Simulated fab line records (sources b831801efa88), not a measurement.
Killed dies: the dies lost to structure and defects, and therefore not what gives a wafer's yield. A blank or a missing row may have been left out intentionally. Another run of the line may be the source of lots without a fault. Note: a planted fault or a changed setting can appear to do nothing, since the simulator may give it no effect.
Shared-tool check -- flow gf180mcu -- 13 lots, 39 wafers sampled

== REASON IT WAS OPENED ==
GF_CONTACT_RS_MEAS_25, reading CONTACT_W_RS: flagged on 3 of 13 lots. No-fault wafers: 0.384 ohm/sq, standard deviation 0.0034.
Rule: a lot is flagged in two cases, either no wafer of it has a number, or all its wafers with numbers fall more than 4 standard deviations from that mean. The rest of the lots are taken to be sound.

lot,measured,on,"CONTACT_W_RS (ohm/sq), wafer by wafer",flag
L926,day 15 23:53,film_metro-02,0.383 0.383 0.387,
L929,day 17 03:28,film_metro-03,0.380 0.377 0.379,
L932,day 18 11:34,film_metro-04,43.263 43.437 43.396,FLAGGED
L933,day 19 00:38,film_metro-02,44.105 43.617 43.581,FLAGGED
L934,day 19 00:43,film_metro-04,44.027 43.929 43.791,FLAGGED
L935,day 19 18:04,film_metro-02,0.376 0.379 0.381,
L938,day 20 13:56,film_metro-03,0.384 0.381 0.381,
L941,day 21 16:55,film_metro-04,0.387 0.386 0.387,
L942,day 22 08:54,film_metro-02,0.383 0.386 0.387,
L943,day 22 10:47,film_metro-02,0.385 0.387 0.383,
L945,day 23 03:09,film_metro-04,0.385 0.378 0.385,
L948,day 23 23:16,film_metro-02,0.383 0.378 0.382,
L949,day 24 05:49,film_metro-03,0.387 0.383 0.376,
Flagged lots average 43.683 ohm/sq: +43.299 ohm/sq relative to the usual, that is +99 or more standard deviations.

== WHICH TOOL RAN EACH LOT ==
The record holds 1 process step before the reading, out of a route of 602 steps. Each cell gives the tool, then ch followed by the chambers the sampled wafers passed through, then the start.
lot,flag,GF_CONTACT_CVD_24
L926,,"cvd_w-02 ch 0,1, day 15 23:47"
L929,,"cvd_w-01 ch 0,1, day 17 03:22"
L932,FLAGGED,"cvd_w-01 ch 0,1, day 18 11:28"
L933,FLAGGED,"cvd_w-02 ch 0, day 19 00:28"
L934,FLAGGED,"cvd_w-01 ch 0, day 19 00:35"
L935,,"cvd_w-01 ch 0,1, day 19 17:57"
L938,,"cvd_w-01 ch 0,1, day 20 13:50"
L941,,"cvd_w-01 ch 0,1, day 21 16:49"
L942,,"cvd_w-02 ch 0,1, day 22 08:46"
L943,,"cvd_w-01 ch 0,1, day 22 10:41"
L945,,"cvd_w-02 ch 0,1, day 23 03:02"
L948,,"cvd_w-01 ch 0,1, day 23 23:09"
L949,,"cvd_w-02 ch 0,1, day 24 05:43"
What is done by these steps:
- GF_CONTACT_CVD_24: deposits W, target thk 300 nm, time 90.339 s.
- GF_CONTACT_RS_MEAS_25: measures by four-point-probe.

== FLAGGED AGAINST TOTAL, ONE TOOL AT A TIME (gauges that did the reading follow at the end) ==
step,tool,lots run,flagged,share of the flagged lots,sound lots run after its first flagged lot
GF_CONTACT_CVD_24,cvd_w-01,8,2,some,"5 (L935,L938,L941,L943,L948)"
GF_CONTACT_CVD_24,cvd_w-02,5,1,some,"3 (L942,L945,L949)"
GF_CONTACT_RS_MEAS_25,film_metro-02,6,1,some,"4 (L935,L942,L943,L948)"
GF_CONTACT_RS_MEAS_25,film_metro-03,3,0,none,-
GF_CONTACT_RS_MEAS_25,film_metro-04,4,2,some,"2 (L941,L945)"

== THE TABLE: WHAT IT ALLOWS ==
No row of the table ran every flagged lot.

== WHAT HAD BEEN PUT IN BY THE SIMULATOR ==
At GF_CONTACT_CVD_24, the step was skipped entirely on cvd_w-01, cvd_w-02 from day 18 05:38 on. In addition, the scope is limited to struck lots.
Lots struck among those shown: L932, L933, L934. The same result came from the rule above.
